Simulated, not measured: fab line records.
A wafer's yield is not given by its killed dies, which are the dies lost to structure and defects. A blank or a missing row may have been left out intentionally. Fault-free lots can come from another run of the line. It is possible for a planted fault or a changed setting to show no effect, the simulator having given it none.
fab line records / flow sky130
record lots=14 wafers=42 last_day=50
route steps=708 shown LDD_N@250
lots that met no fault: taken from a fault-free run of the same line
start_h: the number of hours between the record's first day and the start of the first shown wafer of the lot / wait_h: hours elapsed since this lot's preceding step / " the same as in the row above / L1.1+2: a single row standing in for several wafers / - no value, or no start was given / * or withheld: withheld / < > ~ a bound
route shown NAME@n: a module of which the file shows steps, and the number in the route of the first / usual: average and standard deviation across the fault-free wafers / same: alike in all rows / chamber/n: place in a boat / sites: the reading at each site / _std_site: their standard deviation / _edge_site: the outer-site mean with the inner-site mean subtracted / radius_mm: how far each site lies from the wafer's centre / mask NAME#n: copy n / behind: the last tool/chamber to shape the wafer / hold: reason for holding the lot/hours on hold/outcome of the hold / device: which transistor (n, p or np) failed to switch / end of line: the tests these same wafers got at the end of their route / where a step has no rows: the recipe by itself / killed: not the wafer's yield, but the dies lost to structure and defects at the first sort / map: dies across one wafer; x = killed, . = not, _ = none there
set.NAME: the run value of the setting; set.NAME@STEP: its run value at that earlier step / model.NAME: the simulator's own value behind a step, which no gauge read
steps of the route over a sample of lots; a table a step, a row a wafer
services: when a tool's chamber went out of use (start_h, in hours from the record's first day, below 0 if earlier), for how many hours, and the reason
## steps
# step SKY_LDD_N_IMPLANT_13
# recipe species=BF2 energy_kev=50 dose_cm2=5e+12 tilt_deg=30 rotation_deg=90
# usual beam_energy_keV=49.996/0.016 beam_on_s=10.01/0.22 end_station_pressure_torr=5.01e-06/2.5e-07 faraday_current_uA=28.1/0.61 implant_ion_amu=49/0 rotation_deg=89.997/0.026
lot.wafer=L696.3 tool=implanter-01 chamber=0 start_h=394.38 wait_h=0.1 beam_energy_keV=49.959 beam_on_s=10.39 end_station_pressure_torr=5.15e-06 faraday_current_uA=27.0 implant_ion_amu=49 rotation_deg=90.006
lot.wafer=L696.4 tool=implanter-01 chamber=0 start_h=394.38 wait_h=0.1 beam_energy_keV=50.006 beam_on_s=10.25 end_station_pressure_torr=4.55e-06 faraday_current_uA=27.3 implant_ion_amu=49 rotation_deg=89.991
lot.wafer=L696.5 tool=implanter-01 chamber=0 start_h=394.38 wait_h=0.1 beam_energy_keV=49.986 beam_on_s=10.04 end_station_pressure_torr=4.88e-06 faraday_current_uA=28.1 implant_ion_amu=49 rotation_deg=89.969
lot.wafer=L697.1 tool=implanter-04 chamber=0 start_h=407.83 wait_h=0.1 beam_energy_keV=49.969 beam_on_s=10.17 end_station_pressure_torr=4.84e-06 faraday_current_uA=27.8 implant_ion_amu=49 rotation_deg=89.972
lot.wafer=L697.4 tool=implanter-04 chamber=0 start_h=407.83 wait_h=0.1 beam_energy_keV=49.972 beam_on_s=9.97 end_station_pressure_torr=4.99e-06 faraday_current_uA=28.1 implant_ion_amu=49 rotation_deg=89.940
lot.wafer=L697.6 tool=implanter-04 chamber=0 start_h=407.83 wait_h=0.1 beam_energy_keV=49.979 beam_on_s=10.20 end_station_pressure_torr=4.65e-06 faraday_current_uA=27.6 implant_ion_amu=49 rotation_deg=89.967
lot.wafer=L698.1 tool=implanter-03 chamber=0 start_h=419.32 wait_h=0.1 beam_energy_keV=49.995 beam_on_s=10.07 end_station_pressure_torr=4.73e-06 faraday_current_uA=28.1 implant_ion_amu=49 rotation_deg=89.987
lot.wafer=L698.4 tool=implanter-03 chamber=0 start_h=419.32 wait_h=0.1 beam_energy_keV=49.965 beam_on_s=10.20 end_station_pressure_torr=5.19e-06 faraday_current_uA=27.6 implant_ion_amu=49 rotation_deg=89.984
lot.wafer=L698.5 tool=implanter-03 chamber=0 start_h=419.32 wait_h=0.1 beam_energy_keV=50.000 beam_on_s=10.09 end_station_pressure_torr=5.33e-06 faraday_current_uA=28.0 implant_ion_amu=49 rotation_deg=89.977
lot.wafer=L700.3 tool=implanter-03 chamber=0 start_h=441.08 wait_h=0.1 beam_energy_keV=49.981 beam_on_s=9.81 end_station_pressure_torr=4.8e-06 faraday_current_uA=28.7 implant_ion_amu=49 rotation_deg=90.015
lot.wafer=L700.4 tool=implanter-03 chamber=0 start_h=441.08 wait_h=0.1 beam_energy_keV=49.993 beam_on_s=10.07 end_station_pressure_torr=4.88e-06 faraday_current_uA=28.2 implant_ion_amu=49 rotation_deg=89.979
lot.wafer=L700.6 tool=implanter-03 chamber=0 start_h=441.08 wait_h=0.1 beam_energy_keV=49.987 beam_on_s=10.23 end_station_pressure_torr=5.18e-06 faraday_current_uA=27.5 implant_ion_amu=49 rotation_deg=89.985
lot.wafer=L701.2 tool=implanter-03 chamber=0 start_h=450.94 wait_h=0.1 beam_energy_keV=50.006 beam_on_s=9.93 end_station_pressure_torr=5e-06 faraday_current_uA=28.4 implant_ion_amu=49 rotation_deg=89.990
lot.wafer=L701.3 tool=implanter-03 chamber=0 start_h=450.94 wait_h=0.1 beam_energy_keV=50.002 beam_on_s=9.87 end_station_pressure_torr=4.99e-06 faraday_current_uA=28.5 implant_ion_amu=49 rotation_deg=89.999
lot.wafer=L701.4 tool=implanter-03 chamber=0 start_h=450.94 wait_h=0.1 beam_energy_keV=50.012 beam_on_s=9.97 end_station_pressure_torr=5.09e-06 faraday_current_uA=28.3 implant_ion_amu=49 rotation_deg=89.992
lot.wafer=L703.3 tool=implanter-04 chamber=0 start_h=471.58 wait_h=0.1 beam_energy_keV=49.990 beam_on_s=9.93 end_station_pressure_torr=5.37e-06 faraday_current_uA=28.4 implant_ion_amu=49 rotation_deg=89.981
lot.wafer=L703.4 tool=implanter-04 chamber=0 start_h=471.58 wait_h=0.1 beam_energy_keV=49.993 beam_on_s=9.87 end_station_pressure_torr=4.98e-06 faraday_current_uA=28.6 implant_ion_amu=49 rotation_deg=89.952
lot.wafer=L703.5 tool=implanter-04 chamber=0 start_h=471.58 wait_h=0.1 beam_energy_keV=49.974 beam_on_s=10.17 end_station_pressure_torr=5.47e-06 faraday_current_uA=27.6 implant_ion_amu=49 rotation_deg=89.971
lot.wafer=L704.2 tool=implanter-03 chamber=- start_h=480.50 wait_h=0.1 beam_energy_keV=- beam_on_s=- end_station_pressure_torr=- faraday_current_uA=- implant_ion_amu=- rotation_deg=-
lot.wafer=L704.4 tool=implanter-03 chamber=- start_h=480.50 wait_h=0.1 beam_energy_keV=- beam_on_s=- end_station_pressure_torr=- faraday_current_uA=- implant_ion_amu=- rotation_deg=-
lot.wafer=L704.5 tool=implanter-03 chamber=- start_h=480.50 wait_h=0.1 beam_energy_keV=- beam_on_s=- end_station_pressure_torr=- faraday_current_uA=- implant_ion_amu=- rotation_deg=-
lot.wafer=L705.1 tool=implanter-01 chamber=- start_h=486.32 wait_h=0.1 beam_energy_keV=- beam_on_s=- end_station_pressure_torr=- faraday_current_uA=- implant_ion_amu=- rotation_deg=-
lot.wafer=L705.3 tool=implanter-01 chamber=- start_h=486.32 wait_h=0.1 beam_energy_keV=- beam_on_s=- end_station_pressure_torr=- faraday_current_uA=- implant_ion_amu=- rotation_deg=-
lot.wafer=L705.5 tool=implanter-01 chamber=- start_h=486.32 wait_h=0.1 beam_energy_keV=- beam_on_s=- end_station_pressure_torr=- faraday_current_uA=- implant_ion_amu=- rotation_deg=-
lot.wafer=L706.2 tool=implanter-03 chamber=0 start_h=490.89 wait_h=0.1 beam_energy_keV=49.955 beam_on_s=9.93 end_station_pressure_torr=4.6e-06 faraday_current_uA=28.5 implant_ion_amu=49 rotation_deg=89.955
lot.wafer=L706.3 tool=implanter-03 chamber=0 start_h=490.89 wait_h=0.1 beam_energy_keV=49.987 beam_on_s=10.20 end_station_pressure_torr=4.99e-06 faraday_current_uA=27.5 implant_ion_amu=49 rotation_deg=90.012
lot.wafer=L706.4 tool=implanter-03 chamber=0 start_h=490.89 wait_h=0.1 beam_energy_keV=50.006 beam_on_s=9.97 end_station_pressure_torr=5.12e-06 faraday_current_uA=28.1 implant_ion_amu=49 rotation_deg=89.994
lot.wafer=L709.2 tool=implanter-03 chamber=0 start_h=526.56 wait_h=0.1 beam_energy_keV=49.961 beam_on_s=10.03 end_station_pressure_torr=5.02e-06 faraday_current_uA=28.1 implant_ion_amu=49 rotation_deg=89.969
lot.wafer=L709.5 tool=implanter-03 chamber=0 start_h=526.56 wait_h=0.1 beam_energy_keV=50.006 beam_on_s=9.74 end_station_pressure_torr=5.19e-06 faraday_current_uA=28.8 implant_ion_amu=49 rotation_deg=89.968
lot.wafer=L709.6 tool=implanter-03 chamber=0 start_h=526.56 wait_h=0.1 beam_energy_keV=50.023 beam_on_s=10.10 end_station_pressure_torr=4.73e-06 faraday_current_uA=27.9 implant_ion_amu=49 rotation_deg=89.990
lot.wafer=L715.1 tool=implanter-01 chamber=0 start_h=572.47 wait_h=0.1 beam_energy_keV=49.988 beam_on_s=10.13 end_station_pressure_torr=5.01e-06 faraday_current_uA=27.9 implant_ion_amu=49 rotation_deg=90.028
lot.wafer=L715.4 tool=implanter-01 chamber=0 start_h=572.47 wait_h=0.1 beam_energy_keV=49.993 beam_on_s=10.59 end_station_pressure_torr=5.21e-06 faraday_current_uA=26.7 implant_ion_amu=49 rotation_deg=89.996
lot.wafer=L715.5 tool=implanter-01 chamber=0 start_h=572.47 wait_h=0.1 beam_energy_keV=50.019 beam_on_s=9.83 end_station_pressure_torr=5.23e-06 faraday_current_uA=28.7 implant_ion_amu=49 rotation_deg=89.975
lot.wafer=L717.4 tool=implanter-03 chamber=0 start_h=591.10 wait_h=0.1 beam_energy_keV=49.992 beam_on_s=10.03 end_station_pressure_torr=4.91e-06 faraday_current_uA=28.1 implant_ion_amu=49 rotation_deg=89.965
lot.wafer=L717.5 tool=implanter-03 chamber=0 start_h=591.10 wait_h=0.1 beam_energy_keV=50.001 beam_on_s=9.69 end_station_pressure_torr=5.13e-06 faraday_current_uA=28.9 implant_ion_amu=49 rotation_deg=89.933
lot.wafer=L717.6 tool=implanter-03 chamber=0 start_h=591.10 wait_h=0.1 beam_energy_keV=49.989 beam_on_s=9.86 end_station_pressure_torr=5.47e-06 faraday_current_uA=28.6 implant_ion_amu=49 rotation_deg=89.992
lot.wafer=L718.3 tool=implanter-03 chamber=0 start_h=593.37 wait_h=0.1 beam_energy_keV=50.007 beam_on_s=10.02 end_station_pressure_torr=5.44e-06 faraday_current_uA=28.2 implant_ion_amu=49 rotation_deg=90.046
lot.wafer=L718.4 tool=implanter-03 chamber=0 start_h=593.37 wait_h=0.1 beam_energy_keV=49.967 beam_on_s=10.14 end_station_pressure_torr=4.89e-06 faraday_current_uA=27.7 implant_ion_amu=49 rotation_deg=90.005
lot.wafer=L718.5 tool=implanter-03 chamber=0 start_h=593.37 wait_h=0.1 beam_energy_keV=49.989 beam_on_s=10.02 end_station_pressure_torr=5.21e-06 faraday_current_uA=28.2 implant_ion_amu=49 rotation_deg=90.006
lot.wafer=L719.1 tool=implanter-04 chamber=0 start_h=604.66 wait_h=0.1 beam_energy_keV=49.992 beam_on_s=10.10 end_station_pressure_torr=5.06e-06 faraday_current_uA=28.0 implant_ion_amu=49 rotation_deg=89.989
lot.wafer=L719.2 tool=implanter-04 chamber=0 start_h=604.66 wait_h=0.1 beam_energy_keV=50.004 beam_on_s=9.76 end_station_pressure_torr=5.4e-06 faraday_current_uA=28.8 implant_ion_amu=49 rotation_deg=89.982
lot.wafer=L719.6 tool=implanter-04 chamber=0 start_h=604.66 wait_h=0.1 beam_energy_keV=49.985 beam_on_s=10.06 end_station_pressure_torr=4.91e-06 faraday_current_uA=28.0 implant_ion_amu=49 rotation_deg=89.954
## services
tool=implanter-04 chamber=- start_h=371.13 hours=4.9 kind=pm
tool=implanter-03 chamber=- start_h=371.45 hours=4.2 kind=pm
tool=implanter-04 chamber=- start_h=389.16 hours=2.5 kind=repair
tool=implanter-03 chamber=- start_h=392.23 hours=3.2 kind=repair
tool=implanter-04 chamber=- start_h=415.41 hours=1.3 kind=repair
tool=implanter-01 chamber=- start_h=479.53 hours=5.8 kind=repair
tool=implanter-04 chamber=- start_h=484.73 hours=9.6 kind=repair
tool=implanter-01 chamber=- start_h=524.27 hours=4.0 kind=pm
tool=implanter-01 chamber=- start_h=551.87 hours=19.2 kind=repair
tool=implanter-01 chamber=- start_h=557.26 hours=2.1 kind=repair
tool=implanter-03 chamber=- start_h=559.31 hours=5.7 kind=repair
## key
first_sign step=SKY_LDD_N_IMPLANT_13 reading=tool_record direction=missing
effect none on later readings
met_at SKY_LDD_N_IMPLANT_13
struck_lots L704,L705
later_rows_left_out L704.2,L704.4,L704.5,L705.1,L705.3,L705.5
sort_left_out L704.2,L704.4,L704.5,L705.1,L705.3,L705.5
tester_left_out L704,L705
onset_between 450.94 480.50
fault kind=skipped_step_whole tool=implanter-01,implanter-03 chamber=- onset_h=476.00 steps=SKY_LDD_N_IMPLANT_13 scope=struck_lots_only
# tester_left_out: of these lots the tester's yield and bins aren't shown, on N5 and GAA mostly nor the transistor test; their killed dies are dies lost to structure and defects alone, not to doping, threshold or leakage, so they don't give the yield
# sort_left_out: the simulated sort isn't trusted on such a fault, so these wafers' sort isn't shown, and their yield isn't known
# later_rows_left_out: the simulator's readings of these wafers behind a module that went badly wrong aren't trusted and aren't shown, but for the sort
